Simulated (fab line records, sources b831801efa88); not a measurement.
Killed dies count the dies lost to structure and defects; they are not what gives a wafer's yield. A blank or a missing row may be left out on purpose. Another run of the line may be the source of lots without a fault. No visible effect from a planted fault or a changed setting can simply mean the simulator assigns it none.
Matching of chambers | flow sky130 | SKY_LI_CONTACT_CMP_02 on cmp-01: 4 sister chambers
The step polishes PSG. 16 wafers are shown with their chamber, then 8 later ones without.

== WAFERS WITH THEIR CHAMBER ==
wafer  | chamber | time to endpoint s (s) | motor current A (A) | slurry flow ml min
L329.1 | 2       | 26                     | 12.1                | 150.8
L329.4 | 3       | 32                     | 10.6                | 150.5
L329.6 | 0       | 33                     | 11.3                | 150.2
L330.1 | 2       | 28                     | 12.2                | 150.7
L330.3 | 1       | 30                     | 12.2                | 149.5
L330.4 | 3       | 33                     | 10.6                | 149.9
L332.1 | 0       | 32                     | 11.3                | 149.4
L332.3 | 1       | 32                     | 10.9                | 150.2
L332.6 | 3       | 37                     | 11.0                | 149.7
L335.1 | 0       | 31                     | 11.2                | 150.0
L335.2 | 3       | 33                     | 10.7                | 149.1
L335.5 | 3       | 35                     | 11.0                | 150.3
L336.2 | 3       | 38                     | 10.9                | 150.4
L336.4 | 0       | 33                     | 11.9                | 149.6
L336.5 | 0       | 35                     | 11.1                | 149.7
L337.2 | 3       | 36                     | 11.2                | 150.3

SIGNATURES, as means of the wafers listed above
reading            | chamber 0 | chamber 1 | chamber 2 | chamber 3 | scatter within a chamber
time to endpoint s | 32.80     | 31.00     | 27.00     | 34.86     | 1.91
motor current A    | 11.360    | 11.550    | 12.150    | 10.857    | 0.36
slurry flow ml min | 149.780   | 149.850   | 150.750   | 150.029   | 0.424
Rule: for each reading, subtract the chamber's mean from the wafer's reading, divide by that reading's scatter and square the result; add these up over the readings and take the root, which gives the wafer's distance from the chamber. The wafer belongs to the nearest chamber; if the next one is less than 2 further off, it can't be placed. How the scatter is found: for the shown wafers, subtract from each reading the mean of its chamber, square and add these, divide the total by (wafers less chambers), then take the root.

== WAFERS WITH NO CHAMBER GIVEN ==
wafer  | time to endpoint s (s) | motor current A (A) | slurry flow ml min
L337.4 | 35                     | 12.0                | 149.6
L337.6 | 29                     | 13.1                | 150.3
L349.3 | 32                     | 11.0                | 150.3
L349.5 | 29                     | 12.3                | 150.3
L349.6 | 36                     | 11.5                | 150.4
L350.1 | 28                     | 10.7                | 149.6
L350.3 | 30                     | 12.5                | 149.9
L350.6 | 36                     | 10.2                | 150.1

== CHAMBER TAKEN BY EACH ==
wafer  | from the rows above               | in truth
L337.4 | can't be placed: 0 or 1 or 3      | 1
L337.6 | can't be placed: 2 or 1           | 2
L349.3 | can't be placed: 0 or 3 or 1      | 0
L349.5 | can't be placed: 2 or 1 or 0      | 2
L349.6 | can't be placed: 3 or 0 or 1      | 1
L350.1 | can't be placed: 1 or 0 or 3 or 2 | 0
L350.3 | can't be placed: 1 or 2 or 0      | 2
L350.6 | can't be placed: 3 or 0           | 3
Placed correctly: 0 of 8. Not placeable from these rows: 8 (in 8, the candidates include the true chamber). 0 placed wrongly.
